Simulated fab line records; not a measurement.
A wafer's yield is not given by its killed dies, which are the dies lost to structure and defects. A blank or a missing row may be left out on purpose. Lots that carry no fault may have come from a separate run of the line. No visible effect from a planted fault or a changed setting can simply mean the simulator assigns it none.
Problem report in the 8D (eight disciplines) form, filled by code ; flow sfqLine ; the parts of the form that need people (team, actions taken, sign-off) are left out

1. THE ISSUE
M0_NB_RS at SFQ_M0_RS_MEAS_904 reads a mean of 1.115 ohm/sq on 1 wafer of 1 lot; wafers without a fault read 0.892 ohm/sq with a standard deviation of 0.01. Measured from the usual mean, that is +22 standard deviations.
The step: measures by four-point-probe.
Earliest sighting: wafer L834.6 on filmMetro-02 at day 10 22:52. At this step, 39 wafers from 13 lots have a number in the record. By rule, "out" or "out of limits" means more than 4 standard deviations away from the usual mean. The other wafers with a number count as sound.

2. WHAT IT IS, WHAT IT ISN'T
question;is;is not
which readings at this step;M0_NB_RS;-
which lots;L834;L821, L822, L824, L825, L826, L829, L836, L837, L839, L840, L842, L844
which wafers of those lots;L834.6;L834.3, L834.4
read on which gauges;filmMetro-02;filmMetro-01, filmMetro-03
when;from day 10 22:52;"up to then (20 sound wafers); but 18 sound wafers of L836, L837, L839, L840, L842, L844 came after"

3. SUSPECTS, AND WHAT RULES EACH OUT
Counting: any tool at a process step up to the reading remains a suspect provided it ran every lot that is out. Sound lots after the first of them don't rule it out here, since some wafers of a struck lot are sound.
- the gauge at SFQ_M0_RS_MEAS_904 has been ruled out. All the wafers that are out were read on filmMetro-02, but those of them that SFQ_TRILAYER_M0_ETCH_METAL_ETCH_024 has rows for are out there too, on other tools.
- pvdSputter-04 at SFQ_TRILAYER_M0_DEP_SPUTTER_019 (material Nb, target thk 200 nm, time 133.3 s): kept. L834, the lot that is out, went through it at day 10 22:44; up to then, the latest sound lot through it was L829 at day 9 20:25.
Left after counting: pvdSputter-04 at SFQ_TRILAYER_M0_DEP_SPUTTER_019.

4. THE CAUSE (what the simulator had put in)
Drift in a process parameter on pvdSputter-04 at SFQ_TRILAYER_M0_DEP_SPUTTER_019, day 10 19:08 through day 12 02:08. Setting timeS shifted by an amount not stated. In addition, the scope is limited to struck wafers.
This tool alone remained once counting was done.

5. SEQUENCE OF EFFECTS, ordered by route
Each row: a reading where the mean over the struck wafers with a number is more than 3 standard deviations away from the usual. Scope: only readings with a usual standard deviation given in the record; hours: median across lots of the time from each lot's start at the first step in this table that gives one to its start at this step; sigmas: change in usual standard deviations.
hours;step;reading;usual;on struck wafers;change;sigmas
0;SFQ_M0_RS_MEAS_904;M0_NB_RS;0.892 ohm/sq;1.115;+0.223;+22
120;SFQ_TRILAYER_M0_ETCH_METAL_ETCH_024;oesProductAu;0.893 a.u.;0.793;-0.100;-15
Its process steps:
- SFQ_TRILAYER_M0_ETCH_METAL_ETCH_024: etches Nb in Cl2/Ar, stops on SiO2, target depth 240 nm, time 120 s.

6. HOW IT WOULD HAVE BEEN CAUGHT EARLIER
4 hours passed between the start of the fault at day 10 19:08 and the first reading out of limits at a measuring or inspecting step in this record, taken at day 10 22:52.
Of the tool readings at SFQ_TRILAYER_M0_DEP_SPUTTER_019 for which the record gives a usual standard deviation, none was out on any struck wafer, so an alarm limit of 4 standard deviations on them would not have fired.
By day 10 22:52, every lot that is out (1) had started SFQ_TRILAYER_M0_DEP_SPUTTER_019 on pvdSputter-04. None of them would have been spared by holding the tool at that moment.
